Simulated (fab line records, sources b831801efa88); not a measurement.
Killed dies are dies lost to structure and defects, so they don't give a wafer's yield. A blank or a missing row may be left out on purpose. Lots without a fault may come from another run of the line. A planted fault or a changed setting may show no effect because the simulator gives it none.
One fault seen from 2 desks | flow sky130 | each desk has only its own numbers; what lay behind them comes last

THE TOOL OWNER'S DESK: rie_metal-04
The tool's own readings at SKY_METAL3_METAL_ETCH_18 (etches the open film in Cl2/BCl3, stops on SiO2, target depth 845 nm, time 183.1 s): means of the sampled wafers that have a number, for each lot that ran on this tool. A lot is out of limits, marked OUT, if its mean lies more than 4 standard deviations from the usual mean; the brackets give that distance.
Columns: A = chamber_pressure_mTorr at SKY_METAL3_METAL_ETCH_18, usual 10.000 mTorr; B = drypump_motor_current_A at SKY_METAL3_METAL_ETCH_18, usual 5.5 A; C = oes_product_au at SKY_METAL3_METAL_ETCH_18, usual 0.868 a.u.; D = throttle_valve_pct at SKY_METAL3_METAL_ETCH_18, usual 22.265 %
lot  | first seen here | A                        | B   | C     | D
L583 | day 39 03:11    | 9.997                    | 5.4 | 0.870 | 22.251
L586 | day 40 11:07    | 9.991                    | 5.7 | 0.874 | 22.262
L592 | day 41 18:08    | 12.006 (+99 or more) OUT | 5.4 | 0.862 | 22.269
L593 | day 42 07:59    | 12.003 (+99 or more) OUT | 5.4 | 0.868 | 22.265
This desk's finding: out of limits on L592, L593; first on L592, day 41 18:08 (chamber_pressure_mTorr at SKY_METAL3_METAL_ETCH_18). In limits: L583, L586.

THE METROLOGY DESK
What the gauges read, lot by lot, whatever tool the lot ran on: means of the sampled wafers that have a number. A lot is out of limits, marked OUT, if its mean lies more than 4 standard deviations from the usual mean; the brackets give that distance.
Columns: A = CAPM_CVD_00_THK at SKY_CAPM_THK_MEAS_01, usual 15.58 nm; B = VIA3_BOW at SKY_VIA3_BOW_MEAS_03, usual 78 um
lot  | first seen here | A     | B
L583 | day 36 22:27    | 15.61 | 83
L584 | day 37 16:18    | 15.37 | 77
L586 | day 38 07:47    | 15.47 | 74
L587 | day 38 14:35    | 15.52 | 83
L592 | day 39 17:02    | 15.74 | 81
L593 | day 40 08:49    | 15.65 | 85
L595 | day 40 19:16    | 15.69 | 82
L597 | day 41 03:07    | 15.46 | 88
L600 | day 42 05:23    | 15.41 | 74
L601 | day 42 05:35    | 15.31 | 72
L604 | day 43 00:23    | 15.75 | 84
This desk's finding: nothing out of limits on any of the 11 lots.

PUT TOGETHER
The tool owner's desk could have raised an alarm at day 41 18:08, on L592, L593.
The metrology desk saw nothing out of limits.
The metrology desk has L592, L593 on record, within its limits.
Of the lots named, all ran SKY_METAL3_METAL_ETCH_18 on rie_metal-04.

WHAT THE SIMULATOR HAD PUT IN
Process parameter drift: rie_metal-04, from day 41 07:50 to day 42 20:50, at SKY_METAL3_METAL_ETCH_18. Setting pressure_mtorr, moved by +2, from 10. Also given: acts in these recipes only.
Lots struck among those shown: L592, L593.
Hours from the fault's start to each desk's first reading out of limits: the tool owner's desk, 10.
